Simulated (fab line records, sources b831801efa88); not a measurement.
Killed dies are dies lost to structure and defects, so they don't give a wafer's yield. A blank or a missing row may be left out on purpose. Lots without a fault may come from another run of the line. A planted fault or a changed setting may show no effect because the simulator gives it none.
fab line records | flow sky130
record lots=24 wafers=72 last_day=50
route steps=708 shown NWELL@63 SD_P@330 CONTACT@422 METAL2@489 VIA2@509 VIA4@659
lots that met no fault: from a run of the same line without faults
start_h: hours from the record's first day to the start of the lot's first wafer shown | wait_h: hours since the lot's step before | " the same as in the row above | L1.1+2: a row that stands for several wafers | - no value, or no start given | * or withheld: withheld | < > ~ a bound
route shown NAME@n: a module of which the file shows steps, and the number in the route of the first | usual: mean/standard deviation of fault-free wafers | same: alike in all rows | chamber/n: place in a boat | sites: the reading at each site | _std_site: their standard deviation | _edge_site: outer sites' mean less inner sites' | radius_mm: how far each site lies from the wafer's centre | mask NAME#n: copy n | behind: the tool/chamber that last shaped the wafer | hold: why the lot was held/for how many hours/how that ended | device: the transistor (n, p or np) that didn't switch | end of line: the same wafers' tests at the end of the route | a step without rows: its recipe alone | killed: dies lost to structure and defects at the first sort, not the wafer's yield | map: a wafer's dies, x killed, . not, _ none there
set.NAME: the setting as run; set.NAME@STEP: as run at that earlier step | model.NAME: the simulator's own value behind a step, which no gauge read
steps of the route over a sample of lots; a table a step, a row a wafer
services: from which hour (start_h, from the record's first day; less than 0 if before it) a tool's chamber was out of use, for how many hours, and why
## steps
# step SKY_NWELL_OVL_MEAS_10
# usual NWELL_00_OVL=1.4/1.5
# columns lot.wafer tool chamber start_h wait_h NWELL_00_OVL[nm]
L074.1 overlay-02 - 87.66 - 2.4
L074.3 " - " " 3.6
L074.6 " - " " 2.2
L075.2 overlay-01 - 92.62 - 1.6
L075.5 " - " " 1.6
L075.6 " - " " 2.8
L076.2 overlay-02 - 98.72 - 1.2
L076.3 " - " " 0.9
L076.4 " - " " 1.4
L077.3 overlay-02 - 103.98 - 1.7
L077.5 " - " " 1.9
L077.6 " - " " 0.9
L078.2 overlay-01 - 108.67 - 3.3
L078.3 " - " " 2.0
L078.6 " - " " 3.3
L079.1 overlay-01 - 113.87 - 1.3
L079.3 " - " " 1.7
L079.5 " - " " 1.9
L080.3 overlay-02 - 121.98 - 0.2
L080.4 " - " " -0.1
L080.5 " - " " -0.1
L081.2 overlay-02 - 129.67 - 1.0
L081.4 " - " " 0.8
L081.5 " - " " 0.2
L082.2 overlay-02 - 132.43 - -2.8
L082.3 " - " " -1.6
L082.6 " - " " -0.2
L083.2 overlay-02 - 137.48 - 2.9
L083.5 " - " " 0.5
L083.6 " - " " 1.6
L084.1 overlay-01 - 143.82 - -1.7
L084.2 " - " " -0.4
L084.3 " - " " -0.1
L085.3 overlay-02 - 149.78 - 3.4
L085.5 " - " " 3.4
L085.6 " - " " 5.7
L086.1 overlay-02 - 156.52 - 0.3
L086.3 " - " " 1.9
L086.5 " - " " 0.0
L087.1 overlay-02 - 162.72 - 2.5
L087.4 " - " " 1.7
L087.5 " - " " 1.4
L088.1 overlay-02 - 167.67 - 1.7
L088.2 " - " " 2.1
L088.6 " - " " 1.3
L089.1 overlay-02 - 171.32 - 1.3
L089.2 " - " " -0.6
L089.5 " - " " 0.0
L090.1 overlay-01 - 181.32 - -0.1
L090.4 " - " " 0.8
L090.5 " - " " -1.2
L091.2 overlay-01 - 187.08 - 0.4
L091.5 " - " " 0.5
L091.6 " - " " 2.3
L092.1 overlay-01 - 193.57 - 0.7
L092.3 " - " " 1.3
L092.5 " - " " 0.8
L093.3 overlay-02 - 198.13 - 1.8
L093.4 " - " " 0.2
L093.6 " - " " 0.9
L094.1 overlay-01 - 207.11 - 2.0
L094.2 " - " " 2.7
L094.6 " - " " 1.6
L095.2 overlay-01 - 211.22 - 4.4
L095.4 " - " " 4.2
L095.6 " - " " 4.5
L096.1 overlay-01 - 216.82 - 2.8
L096.4 " - " " 2.4
L096.6 " - " " 2.0
L097.1 overlay-02 - 222.02 - 0.6
L097.2 " - " " 0.3
L097.6 " - " " -0.4
# step SKY_SD_P_STRIP_10
# recipe chemistry=O2/N2 power_w=1400 pressure_mtorr=1500 platen_temp_c=withheld o2_flow_sccm=3000 n2_flow_sccm=300 overash_fraction=0.5
# usual drypump_motor_current_A=5.9/0.33 oes_product_au=0.617/0.005 strip_time_to_endpoint_s=17.49/0.039
# columns lot.wafer tool chamber start_h wait_h drypump_motor_current_A oes_product_au rf_hours_counter_h strip_time_to_endpoint_s
L074.1 plasma_asher-01 0 596.57 0.1 6.3 0.624 50 17.54
L074.3 " 1 " " 5.4 0.611 - 17.49
L074.6 " 0 " " 6.2 0.615 - 17.48
L075.2 plasma_asher-03 1 598.71 0.1 5.9 0.622 76 17.54
L075.5 " 0 " " 5.6 0.619 - 17.57
L075.6 " 1 " " 5.9 0.616 - 17.52
L076.2 plasma_asher-01 0 612.06 0.1 6.2 0.611 52 17.52
L076.3 " 1 " " 5.4 0.618 - 17.51
L076.4 " 0 " " 6.3 0.612 - 17.48
L077.3 plasma_asher-01 1 616.24 0.1 5.4 0.616 - 17.48
L077.5 " 0 " " 6.3 0.616 - 17.45
L077.6 " 1 " " 5.4 0.618 - 17.46
L078.2 plasma_asher-04 0 622.72 0.1 6.1 0.612 84 17.46
L078.3 " 0 " " 6.1 0.620 - 17.41
L078.6 " 1 " " 6.0 0.619 - 17.40
L079.1 plasma_asher-04 0 636.62 0.1 6.1 0.616 86 17.49
L079.3 " 1 " " 6.0 0.618 - 17.51
L079.5 " 0 " " 6.1 0.616 - 17.50
L080.3 plasma_asher-01 0 649.21 0.1 6.3 0.615 - 17.52
L080.4 " 1 " " 5.4 0.622 - 17.53
L080.5 " 1 " " 5.4 0.620 - 17.49
L081.2 plasma_asher-01 0 658.97 0.1 6.2 0.622 57 17.43
L081.4 " 1 " " 5.4 0.619 - 17.44
L081.5 " 0 " " 6.3 0.614 - 17.40
L082.2 plasma_asher-04 1 661.42 0.1 6.0 0.613 88 17.47
L082.3 " 1 " " 6.0 0.609 - 17.42
L082.6 " 0 " " 6.1 0.614 - 17.47
L083.2 plasma_asher-04 1 669.36 0.1 6.0 0.618 89 17.49
L083.5 " 0 " " 6.1 0.619 - 17.43
L083.6 " 1 " " 6.0 0.611 - 17.47
L084.1 plasma_asher-01 1 678.47 0.1 5.5 0.614 58 17.46
L084.2 " 0 " " 6.3 0.618 58 17.44
L084.3 " 1 " " 5.5 0.616 - 17.49
L085.3 plasma_asher-01 1 687.49 0.1 5.4 0.619 - 17.44
L085.5 " 1 " " 5.5 0.623 - 17.47
L085.6 " 0 " " 6.3 0.612 - 17.45
L086.1 plasma_asher-01 1 695.01 0.1 5.4 0.626 60 17.50
L086.3 " 1 " " 5.4 0.620 - 17.48
L086.5 " 0 " " 6.3 0.611 - 17.49
L087.1 plasma_asher-01 1 710.67 0.1 5.4 0.618 62 17.51
L087.4 " 0 " " 6.3 0.622 - 17.48
L087.5 " 0 " " 6.2 0.619 - 17.51
L088.1 plasma_asher-04 0 710.82 0.1 6.1 0.614 92 17.49
L088.2 " 1 " " 6.0 0.626 92 17.52
L088.6 " 1 " " 6.0 0.616 - 17.53
L089.1 plasma_asher-03 0 722.41 0.1 5.6 0.617 88 17.52
L089.2 " 1 " " 6.0 0.628 88 17.50
L089.5 " 0 " " 5.6 0.617 - 17.46
L090.1 plasma_asher-04 0 728.46 0.1 6.1 0.615 94 17.49
L090.4 " 0 " " 6.1 0.607 - 17.50
L090.5 " 1 " " 6.0 0.627 - 17.53
L091.2 plasma_asher-03 0 736.37 0.1 5.6 0.617 90 17.50
L091.5 " 1 " " 5.9 0.617 - 17.43
L091.6 " 0 " " 5.6 0.621 - 17.45
L092.1 plasma_asher-01 1 745.41 0.1 5.4 0.621 65 17.55
L092.3 " 0 " " 6.3 0.619 - 17.52
L092.5 " 1 " " 5.4 0.619 - 17.55
L093.3 plasma_asher-01 1 746.99 0.1 5.4 0.623 - 17.51
L093.4 " 0 " " 6.3 0.624 - 17.56
L093.6 " 1 " " 5.4 0.617 - 17.46
L094.1 plasma_asher-04 1 758.72 0.1 6.0 0.623 2 17.56
L094.2 " 0 " " 6.1 0.613 2 17.52
L094.6 " 0 " " 6.1 0.622 - 17.51
L095.2 plasma_asher-01 0 768.46 0.1 6.3 0.618 67 17.52
L095.4 " 1 " " 5.5 0.618 - 17.53
L095.6 " 0 " " 6.3 0.612 - 17.53
L096.1 plasma_asher-01 0 776.57 0.1 6.2 0.617 68 17.53
L096.4 " 0 " " 6.2 0.610 - 17.53
L096.6 " 0 " " 6.3 0.613 - 17.56
L097.1 plasma_asher-03 0 780.41 0.1 5.6 0.618 94 17.53
L097.2 " 1 " " 6.0 0.614 94 17.53
L097.6 " 0 " " 5.5 0.617 - 17.51
# step SKY_CONTACT_ETCH_16
# recipe chemistry=N2/H2 target=BARC ion_energy_ev=200 source_w=500 bias_w=100 pressure_mtorr=30 n2_flow_sccm=100 h2_flow_sccm=200 stop_on=SiO2 time_s=45.9 target_depth_a=600
# usual drypump_motor_current_A=5.6/0.47 oes_product_au=0.859/0.0051 throttle_valve_pct=13.226/0.0093
# columns lot.wafer tool chamber start_h wait_h drypump_motor_current_A oes_product_au rf_hours_counter_h throttle_valve_pct
L074.1 rie_diel-02 1 745.47 0.0 5.6 0.863 9 13.234
L074.3 " 0 " " 5.1 0.859 48 13.229
L074.6 " 1 " " 5.6 0.857 - 13.226
L075.2 rie_diel-03 3 747.37 0.0 5.5 0.867 2 13.217
L075.5 " 2 " " 5.9 0.861 - 13.235
L075.6 " 3 " " 5.5 0.857 - 13.224
L076.2 rie_diel-04 3 760.66 0.0 5.9 0.863 43 13.226
L076.3 " 1 " " 6.3 0.855 6 13.239
L076.4 " 2 " " 5.7 0.851 2 13.230
L077.3 rie_diel-03 1 764.27 0.0 5.0 0.858 9 13.232
L077.5 " 2 " " 5.9 0.860 - 13.223
L077.6 " 1 " " 5.0 0.863 - 13.222
L078.2 rie_diel-03 1 771.02 0.0 5.0 0.862 9 13.224
L078.3 " 0 " " 5.0 0.870 16 13.210
L078.6 " 1 " " 5.0 0.860 - 13.227
L079.1 rie_diel-02 1 782.42 0.0 5.6 0.855 10 13.227
L079.3 " 0 " " 5.1 0.853 0 13.221
L079.5 " 3 " " 6.4 0.863 - 13.220
L080.3 rie_diel-03 2 798.97 0.0 5.8 0.858 22 13.235
L080.4 " 3 " " 5.6 0.864 3 13.213
L080.5 " 2 " " 5.8 0.861 - 13.244
L081.2 rie_diel-03 3 803.89 0.0 5.5 0.868 3 13.230
L081.4 " 0 " " 4.9 0.862 16 13.211
L081.5 " 1 " " 5.0 0.866 - 13.216
L082.2 rie_diel-02 0 805.16 0.0 5.0 0.850 1 13.228
L082.3 " 3 " " 6.4 0.865 25 13.220
L082.6 " 0 " " 5.1 0.860 - 13.232
L083.2 rie_diel-04 1 811.02 0.0 6.3 0.854 9 13.250
L083.5 " 1 " " 6.3 0.852 - 13.214
L083.6 " 2 " " 5.7 0.859 - 13.221
L084.1 rie_diel-04 1 824.07 0.0 6.2 0.858 9 13.232
L084.2 " 0 " " 5.7 0.855 11 13.234
L084.3 " 3 " " 6.0 0.857 1 13.225
L085.3 rie_diel-03 0 829.47 0.0 5.0 0.855 18 13.218
L085.5 " 0 " " 5.0 0.859 - 13.222
L085.6 " 3 " " 5.6 0.854 - 13.209
L086.1 rie_diel-04 3 835.08 0.0 5.9 0.865 1 13.217
L086.3 " 2 " " 5.7 0.859 5 13.216
L086.5 " 1 " " 6.3 0.861 - 13.224
L087.1 rie_diel-03 2 849.31 0.0 5.8 0.857 24 13.222
L087.4 " 0 " " 5.0 0.854 18 13.231
L087.5 " 2 " " 5.9 0.864 - 13.214
L088.1 rie_diel-02 1 851.36 0.0 5.6 0.871 12 13.243
L088.2 " 0 " " 5.0 0.860 2 13.237
L088.6 " 0 " " 5.0 0.861 - 13.216
L089.1 rie_diel-04 1 862.92 0.0 6.2 0.864 11 13.240
L089.2 " 2 " " 5.7 0.856 6 13.228
L089.5 " 2 " " 5.7 0.862 - 13.226
L090.1 rie_diel-03 3 868.36 0.0 5.6 0.860 5 13.225
L090.4 " 1 " " 5.0 0.854 13 13.227
L090.5 " 3 " " 5.6 0.862 - 13.236
L091.2 rie_diel-04 2 874.22 0.0 5.7 0.853 7 13.223
L091.5 " 3 " " 5.9 0.865 - 13.216
L091.6 " 0 " " 5.7 0.863 - 13.237
L092.1 rie_diel-03 2 883.22 0.0 5.9 0.856 25 13.228
L092.3 " 3 " " 5.6 0.860 6 13.217
L092.5 " 0 " " 4.9 0.865 - 13.248
L093.3 rie_diel-02 0 888.07 0.0 5.0 0.861 5 13.212
L093.4 " 3 " " 6.4 0.864 0 13.231
L093.6 " 1 " " 5.6 0.860 - 13.217
L094.1 rie_diel-04 0 896.01 0.0 5.7 0.858 13 13.218
L094.2 " 2 " " 5.7 0.859 7 13.231
L094.6 " 3 " " 5.9 0.859 - 13.228
L095.2 rie_diel-02 3 903.87 0.0 6.5 0.856 1 13.218
L095.4 " 2 " " 5.1 0.852 10 13.221
L095.6 " 1 " " 5.6 0.851 - 13.226
L096.1 rie_diel-02 2 911.97 0.0 5.1 0.870 10 13.223
L096.4 " 0 " " 5.0 0.853 6 13.224
L096.6 " 0 " " 5.0 0.857 - 13.244
L097.1 rie_diel-02 1 917.52 0.0 5.6 0.851 15 13.233
L097.2 " 3 " " 6.4 0.858 1 13.211
L097.6 " 2 " " 5.1 0.864 - 13.231
# step SKY_METAL2_THK_MEAS_06
# recipe thk_meas_gauge=xrf reads=AlCu_of_METAL2_SPUTTER_02
# usual METAL2_ALCU_THK=251/3
# columns lot.wafer tool chamber start_h wait_h METAL2_ALCU_THK[nm]
L074.1 film_metro-02 - 804.75 0.1 254
L074.3 " - " " 252
L074.6 " - " " 253
L075.2 film_metro-02 - 806.62 0.1 249
L075.5 " - " " 251
L075.6 " - " " 249
L076.2 film_metro-02 - 819.21 0.1 249
L076.3 " - " " 248
L076.4 " - " " 252
L077.3 film_metro-04 - 822.62 0.1 255
L077.5 " - " " 254
L077.6 " - " " 254
L078.2 film_metro-04 - 829.63 0.1 259
L078.3 " - " " 255
L078.6 " - " " 255
L079.1 film_metro-04 - 840.33 0.1 248
L079.3 " - " " 253
L079.5 " - " " 251
L080.3 film_metro-04 - 856.61 0.1 249
L080.4 " - " " 250
L080.5 " - " " 249
L081.2 film_metro-04 - 861.04 0.1 255
L081.4 " - " " 255
L081.5 " - " " 255
L082.2 film_metro-04 - 863.05 0.1 246
L082.3 " - " " 246
L082.6 " - " " 248
L083.2 film_metro-04 - 868.85 0.1 254
L083.5 " - " " 253
L083.6 " - " " 251
L084.1 film_metro-04 - 881.45 0.1 249
L084.2 " - " " 247
L084.3 " - " " 251
L085.3 film_metro-02 - 887.09 0.1 250
L085.5 " - " " 248
L085.6 " - " " 245
L086.1 film_metro-02 - 892.92 0.1 253
L086.3 " - " " 251
L086.5 " - " " 252
L087.1 film_metro-02 - 907.01 0.1 253
L087.4 " - " " 254
L087.5 " - " " 253
L088.1 film_metro-04 - 907.40 0.1 251
L088.2 " - " " 248
L088.6 " - " " 251
L089.1 film_metro-02 - 919.49 0.1 254
L089.2 " - " " 255
L089.5 " - " " 248
L090.1 film_metro-04 - 924.85 0.1 253
L090.4 " - " " 250
L090.5 " - " " 248
L091.2 film_metro-04 - 929.58 0.1 252
L091.5 " - " " 251
L091.6 " - " " 250
L092.1 film_metro-04 - 938.59 0.1 254
L092.3 " - " " 252
L092.5 " - " " 251
L093.3 film_metro-04 - 943.46 0.1 248
L093.4 " - " " 250
L093.6 " - " " 247
L094.1 film_metro-02 - 950.58 0.1 253
L094.2 " - " " 253
L094.6 " - " " 252
L095.2 film_metro-04 - 959.34 0.1 251
L095.4 " - " " 253
L095.6 " - " " 249
L096.1 film_metro-02 - 966.99 0.1 247
L096.4 " - " " 245
L096.6 " - " " 251
L097.1 film_metro-01 - 971.77 0.1 248
L097.2 " - " " 249
L097.6 " - " " 250
# step SKY_VIA2_CMP_02
# recipe material=SiO2 down_force_psi=4 platen_rpm=60 pad_velocity_m_s=0.94248
# usual edge_zone_pressure_frac=0.999/0.0048 motor_current_A=12.1/1.5 retaining_ring_pressure_frac=1.000/0.0053
# columns lot.wafer tool chamber start_h wait_h edge_zone_pressure_frac motor_current_A retaining_ring_pressure_frac
L074.3 cmp-01 1 832.09 0.1 1.006 13.1 0.998
L074.1 " 2 " " 1.004 14.2 1.012
L074.6 " 3 " " 0.999 14.0 0.999
L075.2 cmp-02 3 834.21 0.0 0.998 11.8 1.010
L075.6 " 3 " " 1.004 12.7 1.012
L075.5 " 0 " " 0.998 9.3 0.997
L076.2 cmp-02 2 846.62 0.0 1.004 10.9 1.001
L076.4 " 0 " " 0.998 9.8 1.000
L076.3 " 1 " " 0.998 11.1 1.006
L077.3 cmp-01 1 849.67 0.1 0.993 12.1 1.002
L077.5 " 3 " " 1.007 12.7 0.989
L077.6 " 0 " " 1.000 13.0 0.992
L078.3 cmp-02 3 856.97 0.1 1.000 12.3 1.001
L078.2 " 0 " " 1.012 9.1 1.008
L078.6 " 1 " " 1.001 10.7 0.997
L079.1 cmp-01 2 866.84 0.1 1.000 13.1 1.004
L079.3 " 3 " " 1.002 12.7 0.999
L079.5 " 0 " " 0.993 13.9 1.010
L080.4 cmp-01 1 884.07 0.1 1.005 12.8 0.994
L080.3 " 2 " " 1.000 13.2 1.002
L080.5 " 3 " " 0.999 13.3 0.990
L081.2 cmp-02 2 887.79 0.0 0.996 9.7 1.000
L081.4 " 0 " " 1.003 9.9 1.002
L081.5 " 2 " " 1.002 10.7 1.000
L082.2 cmp-02 2 890.29 0.0 1.000 10.4 1.006
L082.3 " 3 " " 0.995 12.7 0.998
L082.6 " 3 " " 1.000 12.8 1.005
L083.2 cmp-01 3 896.28 0.0 0.997 13.3 0.996
L083.6 " 3 " " 0.994 13.5 0.994
L083.5 " 0 " " 0.985 12.6 1.005
L084.1 cmp-01 3 908.48 0.1 0.997 13.5 1.000
L084.2 " 0 " " 1.004 13.5 1.001
L084.3 " 2 " " 1.002 13.0 1.003
L085.3 cmp-01 1 914.13 0.4 0.996 12.1 1.000
L085.6 " 3 " " 0.995 13.2 0.996
L085.5 " 0 " " 1.001 13.5 0.997
L086.1 cmp-02 0 920.26 0.1 1.005 9.8 1.000
L086.3 " 1 " " 1.004 10.6 0.996
L086.5 " 0 " " 0.993 9.6 0.999
L087.1 cmp-01 2 933.79 0.1 1.004 14.2 0.993
L087.4 " 1 " " 1.004 12.9 0.998
L087.5 " 2 " " 1.002 13.3 1.002
L088.1 cmp-02 1 934.22 0.1 1.002 10.6 1.009
L088.2 " 2 " " 0.996 10.4 0.987
L088.6 " 1 " " 0.992 10.1 1.007
L089.2 cmp-01 0 946.14 0.1 1.006 13.6 0.998
L089.1 " 1 " " 0.995 11.9 1.001
L089.5 " 2 " " 0.999 13.6 1.003
L090.4 cmp-01 3 951.64 0.1 1.004 13.5 1.000
L090.1 " 0 " " 0.997 13.7 0.996
L090.5 " 2 " " 0.999 14.3 1.006
L091.2 cmp-01 2 955.66 0.3 0.997 13.8 1.009
L091.6 " 1 " " 1.006 12.7 1.007
L091.5 " 2 " " 0.998 14.2 1.003
L092.1 cmp-02 3 965.56 0.1 0.998 12.7 1.002
L092.3 " 0 " " 0.996 9.9 0.995
L092.5 " 2 " " 0.995 10.3 1.006
L093.3 cmp-01 2 969.57 0.1 0.999 14.2 0.998
L093.4 " 0 " " 1.011 13.6 1.004
L093.6 " 2 " " 0.998 13.3 1.003
L094.2 cmp-02 1 977.03 0.0 0.993 11.1 0.999
L094.1 " 3 " " 0.997 11.6 0.998
L094.6 " 1 " " 1.006 10.5 0.998
L095.4 cmp-01 0 984.22 0.0 1.006 13.1 1.005
L095.2 " 3 " " 0.995 12.7 0.993
L095.6 " 1 " " 1.001 13.3 1.002
L096.1 cmp-02 2 992.58 0.1 1.000 10.4 0.986
L096.4 " 0 " " 1.005 10.0 1.003
L096.6 " 3 " " 0.999 11.9 1.001
L097.1 cmp-02 0 997.06 0.1 0.998 9.0 1.004
L097.2 " 1 " " 0.992 10.9 0.991
L097.6 " 3 " " 1.008 12.1 0.995
# step SKY_VIA4_THK_MEAS_20
# recipe thk_meas_gauge=xrf reads=W_of_VIA4_CVD_18
# usual VIA4_W_THK=514/7.1
# columns lot.wafer tool chamber start_h wait_h VIA4_W_THK[nm]
L074.1 film_metro-02 - 1018.15 0.1 507
L074.3 " - " " 500
L074.6 " - " " 499
L075.2 film_metro-04 - 1018.43 0.1 509
L075.5 " - " " 502
L075.6 " - " " 500
L076.2 film_metro-04 - 1028.66 0.1 512
L076.3 " - " " 508
L076.4 " - " " 507
L077.3 film_metro-04 - 1031.50 0.1 508
L077.5 " - " " 515
L077.6 " - " " 510
L078.2 film_metro-03 - 1035.71 0.1 517
L078.3 " - " " 511
L078.6 " - " " 517
L079.1 film_metro-04 - 1045.45 0.1 516
L079.3 " - " " 512
L079.5 " - " " 523
L080.3 film_metro-02 - 1063.92 0.1 504
L080.4 " - " " 512
L080.5 " - " " 513
L081.2 film_metro-04 - 1065.51 0.1 521
L081.4 " - " " 514
L081.5 " - " " 514
L082.2 film_metro-02 - 1066.18 0.1 515
L082.3 " - " " 516
L082.6 " - " " 506
L083.2 film_metro-04 - 1069.62 0.1 522
L083.5 " - " " 521
L083.6 " - " " 512
L084.1 film_metro-04 - 1078.23 0.1 511
L084.2 " - " " 516
L084.3 " - " " 509
L085.3 film_metro-04 - 1088.95 0.1 527
L085.5 " - " " 525
L085.6 " - " " 524
L086.1 film_metro-04 - 1091.72 0.1 527
L086.3 " - " " 518
L086.5 " - " " 515
L087.1 film_metro-04 - 1105.96 0.1 520
L087.4 " - " " 515
L087.5 " - " " 516
L088.1 film_metro-03 - 1106.90 0.1 518
L088.2 " - " " 521
L088.6 " - " " 521
L089.1 film_metro-02 - 1111.64 0.1 502
L089.2 " - " " 507
L089.5 " - " " 510
L090.1 film_metro-04 - 1116.11 0.1 515
L090.4 " - " " 520
L090.5 " - " " 522
L091.2 film_metro-04 - 1127.66 0.1 524
L091.5 " - " " 524
L091.6 " - " " 520
L092.1 film_metro-02 - 1131.50 0.1 511
L092.3 " - " " 511
L092.5 " - " " 508
L093.3 film_metro-03 - 1133.96 0.1 517
L093.4 " - " " 520
L093.6 " - " " 516
L094.1 film_metro-04 - 1137.55 0.1 502
L094.2 " - " " 509
L094.6 " - " " 509
L095.2 film_metro-03 - 1140.86 0.1 506
L095.4 " - " " 506
L095.6 " - " " 510
L096.1 film_metro-03 - 1153.97 0.1 517
L096.4 " - " " 516
L096.6 " - " " 512
L097.1 film_metro-04 - 1154.61 0.1 512
L097.2 " - " " 508
L097.6 " - " " 509
## services
# columns tool chamber start_h hours kind
cmp-01 - 595.85 2.5 repair
cmp-01 - 596.84 1.7 repair
cmp-02 - 640.17 0.3 repair
cmp-01 - 641.40 0.8 repair
cmp-01 - 665.48 2.8 repair
cmp-02 - 665.70 4.2 repair
cmp-01 - 684.87 1.6 repair
cmp-01 - 715.90 0.4 repair
plasma_asher-01 - 734.11 4.1 repair
cmp-01 - 744.00 4.0 pm
cmp-02 - 749.52 0.8 repair
cmp-01 - 755.87 2.6 repair
rie_diel-03 2 794.21 2.4 repair
cmp-02 - 818.82 0.6 repair
cmp-01 - 828.66 0.9 repair
cmp-01 - 833.51 5.5 pm
plasma_asher-01 - 853.82 1.0 repair
cmp-02 - 869.22 4.9 pm
cmp-02 - 912.02 4.0 pm
plasma_asher-01 - 920.74 1.3 repair
cmp-02 - 926.66 1.1 repair
plasma_asher-01 - 938.12 5.6 repair
cmp-02 - 950.96 6.9 pm
cmp-01 - 969.91 3.4 repair
## key
fault none
